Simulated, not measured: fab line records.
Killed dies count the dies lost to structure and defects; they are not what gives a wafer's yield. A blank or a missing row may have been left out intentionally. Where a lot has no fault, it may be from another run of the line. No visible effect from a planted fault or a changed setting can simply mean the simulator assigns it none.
Problem report, 8D (eight disciplines) form, completed by code    flow gf180mcu    the parts of the form that need people (team, actions taken, sign-off) are left out

1. WHAT WENT WRONG
platen_rpm at GF_V2_CMP_26 reads a mean of 66.01 rpm on 9 wafers of 3 lots; wafers without a fault read 60.00 rpm with a standard deviation of 0.041. That is +99 or more standard deviations from the usual mean.
The step: polishes, stops on SiO2, t overpolish 15 s, target thk 0 nm.
First seen on wafer L808.3, day 23 23:01, on cmp-02. At this step, 42 wafers from 14 lots have a number in the record. The rule behind "out" and "out of limits": a value lying over 4 standard deviations away from the usual mean. The other wafers with a number count as sound.

2. WHAT IT IS; WHAT IT IS NOT
question                     is                      is not
which readings at this step  platen_rpm              motor_current_A, overpolish_run_s
which lots                   L808, L809, L810        L797, L798, L800, L802, L803, L815, L816, L817, L818, L819, L820
which wafers of those lots   all that have a number  -
read on which tools          cmp-02                  cmp-01
when                         from day 23 23:01       up to then (15 sound wafers); but 18 sound wafers of L815, L816, L817, L818, L819, L820 came after

3. SUSPECTS, AND WHAT RULES EACH OUT
Counting: a tool stays on the suspect list if, at a process step up to the reading, it processed all lots that are out and no sound lot following the first of them.
- cmp-02 at GF_V2_CMP_26 (polishes, stops on SiO2, t overpolish 15 s, target thk 0 nm): ruled out as a lasting fault. Following L808 (day 23 23:01), the first lot on it that is out, the sound lots L816, L818 were run on it.
Left after counting: nothing in the record.

4. THE CAUSE (what the simulator had put in)
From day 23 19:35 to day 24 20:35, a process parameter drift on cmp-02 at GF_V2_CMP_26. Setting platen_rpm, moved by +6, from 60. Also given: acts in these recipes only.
Counting ruled it out, wrongly.

5. SEQUENCE OF EFFECTS, ordered by route
Rows list readings where the struck wafers' mean (over those with a number) sits beyond 3 standard deviations from the usual. Scope: only readings with a usual standard deviation given in the record; hours: median across lots of the time from each lot's start at the first step in this table that gives one to its start at this step; sigmas: change in usual standard deviations.
hours  step          reading     usual      on struck wafers  change  sigmas
0      GF_V2_CMP_26  platen_rpm  60.00 rpm  66.01             +6.01   +99 or more
It contains these process steps:
- GF_V2_CMP_26: polishes, stops on SiO2, t overpolish 15 s, target thk 0 nm.
At these later measuring or inspecting steps, every struck wafer for which the step has a row has a number for every such reading, and none has moved that far: GF_M3_THK_MEAS_06.

6. WHAT WOULD HAVE CAUGHT IT SOONER
First out-of-limits reading in this record: day 23 23:01, which is 3 hours after fault onset at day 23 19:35.
